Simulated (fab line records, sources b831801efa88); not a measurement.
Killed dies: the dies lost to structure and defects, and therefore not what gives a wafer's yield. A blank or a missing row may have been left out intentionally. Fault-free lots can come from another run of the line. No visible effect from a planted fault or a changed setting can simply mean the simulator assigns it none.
Comparing a struck lot with a sound one ; flow sky130 ; 20 steps out of a route of 708
Sound: the wafers L478.1, L478.2, L478.5. Struck: wafer L472.2; the same lot's L472.3 was not struck, so it is left out; see the end for the cause.
Each step with rows lists, per side, the tool, then ch with its chambers, then its first start. Under that, the readings that differ: sound wafers ; struck wafers ; difference of the means ; sigmas: that difference in standard deviations of wafers without a fault.
alike: a reading whose means differ by less than 2 such deviations, as well as words and numbers matching on both sides. not compared: withheld readings; readings where some wafer has no value; bounds like >300 that might hide an equal value; numbers whose values overlap and for which the record gives no deviation.
A row with sigmas, a row that says differs or no value, or rows on one side alone: a step with any of these is where the two part. Numbers that don't overlap but have no deviation are shown without sigmas and don't part them. A reading missing from all wafers of one side parts the sides only when that side holds two or more wafers.

SKY_SONOS_TUNNEL_TW_MEAS_12:
  sound on film metro-03, day 18 16:20; struck on film metro-04, day 16 10:33
  alike: SONOS_TUNNEL_TW
then, 2 steps without rows for these wafers: SKY_SONOS_TUNNEL_CLEAN_13 (cleans in dHF, time 20 s); SKY_SONOS_ONO_OXIDATION_00 (stabilise 600 s, purge 300 s, target thk 2.6 nm).
SKY_SONOS_ONO_THK_MEAS_01:
  sound on film metro-04, day 18 17:46; struck on film metro-03, day 16 12:40
  alike: SONOS_ONO_OXIDATION_THK
then, 1 step without rows for these wafers: SKY_SONOS_ONO_CVD_02 (deposits Si3N4 from DCS/NH3, target thk 10.5 nm, time 180 s).
SKY_SONOS_ONO_THK_MEAS_03:
  sound on film metro-04, day 18 18:52; struck on film metro-01, day 16 16:17
  alike: SONOS_ONO_CVD_02_THK
then, 1 step without rows for these wafers: SKY_SONOS_ONO_CVD_04 (deposits SiO2 from SiH4/N2O, target thk 5.7199 nm).
SKY_SONOS_ONO_THK_MEAS_05:
  sound on film metro-04, day 18 20:11; struck on film metro-01, day 16 17:36
  alike: SONOS_ONO_CVD_04_THK
then, 4 steps without rows for these wafers: SKY_SONOS_ONO_DEHYDRATE_06 (time 60 s); SKY_SONOS_ONO_HMDS_07 (prime time 60 s); SKY_SONOS_ONO_COAT_08 (resist thk 1140 nm); SKY_SONOS_ONO_SOFTBAKE_09 (time 60 s).
SKY_SONOS_ONO_EXPOSE_10: exposes mask ONOM, target cd 410 nm.
  sound on iline stepper-01 ch 0, day 19 11:51; struck on iline stepper-01 ch 0, day 17 07:56
  alike: mask, focus offset nm
then, 2 steps without rows for these wafers: SKY_SONOS_ONO_PEB_11; SKY_SONOS_ONO_DEVELOP_12 (develop time 60 s).
SKY_SONOS_ONO_CD_MEAS_13: the cd target is 410 nm.
  sound on cd sem-01, day 20 03:25; struck on cd sem-02, day 17 22:30
reading;sound;struck;difference;sigmas
cd nm (nm);407.1 406.7 407.4;360.3;-46.8;-23
SKY_SONOS_ONO_OVL_MEAS_14:
  sound on overlay-02, day 20 03:32; struck on overlay-01, day 17 22:37
reading;sound;struck;difference;sigmas
SONOS_ONO_OVL (nm);1.5 0.8 0.8;-3.2;-4.2;-2
SKY_SONOS_ONO_ETCH_15: etches the open film in CHF3/O2, target depth 19.52 nm, time 7.8 s.
  sound on rie diel-02 ch 0,1,2, day 20 03:34; struck on rie diel-03 ch 2, day 17 22:38
reading;sound;struck;difference;sigmas
model.SONOS_ONO.cd nm (nm);407.2 406.6 407.9;360.3;-46.9;
  alike: drypump motor current A, oes product au, throttle valve pct
  not compared: rf hours counter h
then, 1 step without rows for these wafers: SKY_SONOS_ONO_WET_ETCH_16 (etches SiO2 in dHF, target depth 14 nm, time 280 s).
-- the record jumps here: 32 days lie between the struck wafers' starts before and after (it left off in module SONOS_ONO and takes up again in module PAD_OPEN, whose first step shown is number 708 of the route) --
SKY_PAD_OPEN_PROBE_99:
  record: rows for the struck wafers here (prober-01, day 49 12:02), none for the sound ones

WHERE THEY PART
First at SKY_SONOS_ONO_CD_MEAS_13; last, within this record, at SKY_PAD_OPEN_PROBE_99.

WHY: what the simulator had put in
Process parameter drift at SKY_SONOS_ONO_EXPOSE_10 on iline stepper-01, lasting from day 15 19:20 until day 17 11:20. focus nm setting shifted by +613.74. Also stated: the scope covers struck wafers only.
